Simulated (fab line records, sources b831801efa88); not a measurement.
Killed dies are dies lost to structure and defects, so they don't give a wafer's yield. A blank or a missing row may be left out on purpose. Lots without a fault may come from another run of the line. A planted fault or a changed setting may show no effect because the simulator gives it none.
One fault seen from 2 desks | flow gf180mcu | each desk has only its own numbers; what lay behind them comes last

THE METROLOGY DESK
What the gauges read, lot by lot, whatever tool the lot ran on: means of the sampled wafers that have a number. A lot is out of limits, marked OUT, if its mean lies more than 4 standard deviations from the usual mean; the brackets give that distance.
Columns: A = HV_LDD_3_TW at GF_HV_LDD_TW_MEAS_38, usual 1437; B = HV_LDD_CVD_54_THK at GF_HV_LDD_THK_MEAS_55, usual 10.01 nm; C = cd_nm at GF_NSD_CD_MEAS_07, usual 399.8 nm; D = SALICIDE_TIN_RS at GF_SALICIDE_RS_MEAS_04, usual 16.4 ohm/sq; E = SALICIDE_TIN_THK at GF_SALICIDE_THK_MEAS_05, usual 19.96 nm
lot  | first seen here | A    | B     | C     | D    | E
L427 | day 11 22:24    | 1445 | 9.83  | 395.3 | 16.3 | 20.23
L428 | day 12 05:34    | 1446 | 10.00 | 400.1 | 16.0 | 19.92
L429 | day 12 11:42    | 1436 | 10.12 | 398.3 | 16.1 | 19.98
L431 | day 13 05:56    | 1427 | 10.05 | 401.9 | 16.3 | 19.86
L434 | day 14 05:07    | 1429 | 10.10 | 401.1 | 16.8 | 19.86
L435 | day 14 10:37    | 1435 | 9.90  | 398.2 | 15.5 | 23.10 (+16) OUT
L436 | day 14 20:49    | 1437 | 10.06 | 402.5 | 15.1 | 23.30 (+17) OUT
L437 | day 15 03:00    | 1434 | 10.14 | 400.2 | 16.1 | 19.81
L441 | day 16 13:52    | 1441 | 9.81  | 401.0 | 16.0 | 19.97
L443 | day 17 07:40    | 1438 | 9.91  | 397.7 | 16.3 | 19.86
L444 | day 17 12:08    | 1448 | 9.99  | 400.2 | 16.4 | 20.16
L446 | day 18 04:49    | 1438 | 9.99  | 395.1 | 16.6 | 19.97
L449 | day 19 04:14    | 1443 | 10.05 | 401.1 | 16.7 | 19.72
This desk's finding: out of limits on L435, L436; first on L435, day 18 08:32 (SALICIDE_TIN_THK at GF_SALICIDE_THK_MEAS_05). In limits: L427, L428, L429, L431, L434, L437, L441, L443, L444, L446, L449.

THE TOOL OWNER'S DESK: pvd_sputter-02
The tool's own readings at GF_SALICIDE_SPUTTER_03 (material TiN, target thk 20 nm, time 16.7 s): means of the sampled wafers that have a number, for each lot that ran on this tool. A lot is out of limits, marked OUT, if its mean lies more than 4 standard deviations from the usual mean; the brackets give that distance.
Columns: A = cathode_dc_power_W at GF_SALICIDE_SPUTTER_03, usual 6500.2 W; B = throttle_valve_pct at GF_SALICIDE_SPUTTER_03, usual 30.5 %
lot  | first seen here | A                        | B
L427 | day 15 12:53    | 6500.1                   | 31.1
L428 | day 15 20:38    | 6499.5                   | 30.7
L431 | day 17 01:29    | 6500.0                   | 30.3
L434 | day 18 01:36    | 6499.9                   | 30.7
L435 | day 18 08:23    | 7574.9 (+99 or more) OUT | 30.5
L436 | day 18 20:19    | 7575.3 (+99 or more) OUT | 30.1
L443 | day 21 11:40    | 6500.0                   | 30.6
L444 | day 21 16:50    | 6501.0                   | 30.9
L449 | day 23 08:53    | 6499.5                   | 30.5
This desk's finding: out of limits on L435, L436; first on L435, day 18 08:23 (cathode_dc_power_W at GF_SALICIDE_SPUTTER_03). In limits: L427, L428, L431, L434, L443, L444, L449.

PUT TOGETHER
The tool owner's desk could have raised an alarm at day 18 08:23, on L435, L436.
The metrology desk could have raised an alarm at day 18 08:32, on L435, L436.
Of the lots named, all ran GF_SALICIDE_SPUTTER_03 on pvd_sputter-02.

WHAT THE SIMULATOR HAD PUT IN
Process parameter drift: pvd_sputter-02, from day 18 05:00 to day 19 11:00, at GF_SALICIDE_SPUTTER_03. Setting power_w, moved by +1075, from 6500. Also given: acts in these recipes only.
Lots struck among those shown: L435, L436.
Hours from the fault's start to each desk's first reading out of limits: the tool owner's desk, 3; the metrology desk, 4.
